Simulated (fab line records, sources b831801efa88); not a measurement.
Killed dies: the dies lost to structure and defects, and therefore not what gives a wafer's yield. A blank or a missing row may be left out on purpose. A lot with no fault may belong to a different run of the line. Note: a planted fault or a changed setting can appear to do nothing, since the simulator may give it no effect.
Chamber matching ; flow gf180mcu ; GF_V4_CMP_04 on cmp-02 has 4 sister chambers
The step polishes SiO2. 4 wafers are shown with their chamber, then 7 later ones without.

WAFERS PAIRED WITH THEIR CHAMBERS
wafer;chamber;motor-current-A (A)
L416.4;1;10.2
L416.6;3;11.8
L425.3;2;11.4
L425.4;0;13.0

WAFERS MISSING THEIR CHAMBER
wafer;motor-current-A (A)
L425.6;11.6
L426.3;10.8
L426.4;10.2
L426.5;12.0
L427.2;10.6
L427.4;11.6
L427.6;10.8

THE CHAMBER EACH PASSED THROUGH
wafer;from the rows above;in truth
L425.6;can't be placed: 2 or 3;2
L426.3;can't be placed: 2 or 1 or 3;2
L426.4;1;1
L426.5;can't be placed: 3 or 2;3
L427.2;can't be placed: 1 or 2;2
L427.4;can't be placed: 2 or 3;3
L427.6;can't be placed: 2 or 1 or 3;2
Correctly placed: 1 of 7. These rows do not allow placing 6 (true chamber among the candidates in 6). Number placed wrongly: 0.
How it was worked out, from the rows above alone: a wafer's distance from a chamber is the root of the sum, over the readings, of the square of ((its reading less the chamber's mean) divided by the reading's scatter). If the next closest chamber is less than 2 further off than the closest, the wafer can't be placed; otherwise it belongs to the closest. For every chamber, the mean is computed from those of its wafers that are shown. The scatter (one wafer shown for each chamber): square how far every hidden wafer sits from the nearest shown wafer, average those squares and take the square root.
